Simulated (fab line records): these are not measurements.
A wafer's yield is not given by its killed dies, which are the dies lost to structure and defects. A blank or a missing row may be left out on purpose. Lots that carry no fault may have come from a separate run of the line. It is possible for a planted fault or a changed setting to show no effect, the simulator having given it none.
Split-lot experiment || flow gf180mcu || 23 wafers read from 5 lots, route of 602 steps

## SPLIT DETAILS
At GF_MVSD_IMPLANT_08, the setting dose-cm2 was moved away from the recipe's 1.6e+13 on 12 of the 23 wafers read, by -8.6% to +17.5%. The other wafers ran this setting at the recipe's value.

## FROM THE SPLIT TO THE READING: what the file shows between them, 2 steps
- GF_MVSD_IMPLANT_09
- GF_MVSD_STRIP_10: strips in O2/N2

## THE READING
MVSD_TW, at GF_MVSD_TW_MEAS_11. A value of 1598 with a standard deviation of 13 is what fault-free wafers of this fab line usually give.

{"wafer": "L080.1", "tool, chamber at the split": "implanter-01, 0", "dose-cm2 as run": 1.463e+13, "against the recipe": "-8.6%", "MVSD_TW": 1561, "against lot-mates on the recipe": -43}
{"wafer": "L080.2", "tool, chamber at the split": "implanter-01, 0", "dose-cm2 as run": 1.463e+13, "against the recipe": "-8.6%", "MVSD_TW": 1561, "against lot-mates on the recipe": -43}
{"wafer": "L080.3", "tool, chamber at the split": "implanter-01, 0", "dose-cm2 as run": 1.463e+13, "against the recipe": "-8.6%", "MVSD_TW": 1561, "against lot-mates on the recipe": -43}
{"wafer": "L080.5", "tool, chamber at the split": "implanter-01, 0", "dose-cm2 as run": 1.6e+13, "against the recipe": "recipe", "MVSD_TW": 1605, "against lot-mates on the recipe": "-"}
{"wafer": "L080.6", "tool, chamber at the split": "implanter-01, 0", "dose-cm2 as run": 1.6e+13, "against the recipe": "recipe", "MVSD_TW": 1603, "against lot-mates on the recipe": "-"}
{"wafer": "L082.1", "tool, chamber at the split": "implanter-01, 0", "dose-cm2 as run": 1.849e+13, "against the recipe": "+15.6%", "MVSD_TW": 1666, "against lot-mates on the recipe": "+64"}
{"wafer": "L082.3", "tool, chamber at the split": "implanter-01, 0", "dose-cm2 as run": 1.6e+13, "against the recipe": "recipe", "MVSD_TW": 1604, "against lot-mates on the recipe": "-"}
{"wafer": "L082.4", "tool, chamber at the split": "implanter-01, 0", "dose-cm2 as run": 1.6e+13, "against the recipe": "recipe", "MVSD_TW": 1600, "against lot-mates on the recipe": "-"}
{"wafer": "L082.5", "tool, chamber at the split": "implanter-01, 0", "dose-cm2 as run": 1.849e+13, "against the recipe": "+15.6%", "MVSD_TW": 1672, "against lot-mates on the recipe": "+70"}
{"wafer": "L082.6", "tool, chamber at the split": "implanter-01, 0", "dose-cm2 as run": 1.849e+13, "against the recipe": "+15.6%", "MVSD_TW": 1666, "against lot-mates on the recipe": "+64"}
{"wafer": "L083.2", "tool, chamber at the split": "implanter-03, 0", "dose-cm2 as run": 1.725e+13, "against the recipe": "+7.8%", "MVSD_TW": 1640, "against lot-mates on the recipe": "+44"}
{"wafer": "L083.3", "tool, chamber at the split": "implanter-03, 0", "dose-cm2 as run": 1.6e+13, "against the recipe": "recipe", "MVSD_TW": 1601, "against lot-mates on the recipe": "-"}
{"wafer": "L083.4", "tool, chamber at the split": "implanter-03, 0", "dose-cm2 as run": 1.6e+13, "against the recipe": "recipe", "MVSD_TW": 1590, "against lot-mates on the recipe": "-"}
{"wafer": "L083.5", "tool, chamber at the split": "implanter-03, 0", "dose-cm2 as run": 1.725e+13, "against the recipe": "+7.8%", "MVSD_TW": 1633, "against lot-mates on the recipe": "+38"}
{"wafer": "L083.6", "tool, chamber at the split": "implanter-03, 0", "dose-cm2 as run": 1.725e+13, "against the recipe": "+7.8%", "MVSD_TW": 1632, "against lot-mates on the recipe": "+36"}
{"wafer": "L084.3", "tool, chamber at the split": "implanter-01, 0", "dose-cm2 as run": 1.6e+13, "against the recipe": "recipe", "MVSD_TW": 1563, "against lot-mates on the recipe": "-"}
{"wafer": "L084.4", "tool, chamber at the split": "implanter-01, 0", "dose-cm2 as run": 1.6e+13, "against the recipe": "recipe", "MVSD_TW": 1559, "against lot-mates on the recipe": "-"}
{"wafer": "L084.6", "tool, chamber at the split": "implanter-01, 0", "dose-cm2 as run": 1.6e+13, "against the recipe": "recipe", "MVSD_TW": 1569, "against lot-mates on the recipe": "-"}
{"wafer": "L085.2", "tool, chamber at the split": "implanter-01, 0", "dose-cm2 as run": 1.6e+13, "against the recipe": "recipe", "MVSD_TW": 1599, "against lot-mates on the recipe": "-"}
{"wafer": "L085.3", "tool, chamber at the split": "implanter-01, 0", "dose-cm2 as run": 1.88e+13, "against the recipe": "+17.5%", "MVSD_TW": 1683, "against lot-mates on the recipe": "+84"}
{"wafer": "L085.4", "tool, chamber at the split": "implanter-01, 0", "dose-cm2 as run": 1.88e+13, "against the recipe": "+17.5%", "MVSD_TW": 1667, "against lot-mates on the recipe": "+68"}
{"wafer": "L085.5", "tool, chamber at the split": "implanter-01, 0", "dose-cm2 as run": 1.88e+13, "against the recipe": "+17.5%", "MVSD_TW": 1680, "against lot-mates on the recipe": "+81"}
{"wafer": "L085.6", "tool, chamber at the split": "implanter-01, 0", "dose-cm2 as run": 1.6e+13, "against the recipe": "recipe", "MVSD_TW": 1599, "against lot-mates on the recipe": "-"}

FIT RESULTS
A straight line over all 23 wafers: MVSD_TW changes by +4.69 for each +1% of dose-cm2; r = +0.95; the points scatter about the line by 13.
The same after taking each lot's own level away (the mean of its wafers on the recipe; 23 wafers): +4.52 for each +1%; r = +0.99; scatter 4.8.
On that fit, the largest move of dose-cm2 shifts the reading by 79.
Measured against the standard deviation above, the lots' own levels, which go from 1563.7 to 1604.0, span 3.1 times it.
Hence the lot-to-lot level has little effect on the slope; both slopes agree.
Check: +77.4 against its lot-mates is what the line predicts for one of the wafers moved furthest among these (+17.5%) when that wafer is left out of the fit. It came out at +84 against them.

## OTHER SPLITS ON THESE WAFERS
Other splits were also applied to these wafers ahead of the reading. Each is held against what the fit with the lots' levels taken away leaves over:
{"other split on the same wafers": "GF_STI_CVD_23 sih4-flow-sccm", "wafers away from the commonest value": 10, "r with MVSD_TW (lot level and that fit taken away)": "+0.43"}
{"other split on the same wafers": "GF_STI_WET_ETCH_28 temp-c", "wafers away from the commonest value": 18, "r with MVSD_TW (lot level and that fit taken away)": -0.15}
{"other split on the same wafers": "GF_LVPWELL_COAT_02 spin-rpm", "wafers away from the commonest value": 8, "r with MVSD_TW (lot level and that fit taken away)": -0.15}
{"other split on the same wafers": "GF_LVPWELL_DEVELOP_06 develop-time-s", "wafers away from the commonest value": 5, "r with MVSD_TW (lot level and that fit taken away)": -0.13}

## FILE'S OWN FIT
MVSD_TW changes by +4.49 for each +1% of dose-cm2, r = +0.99.
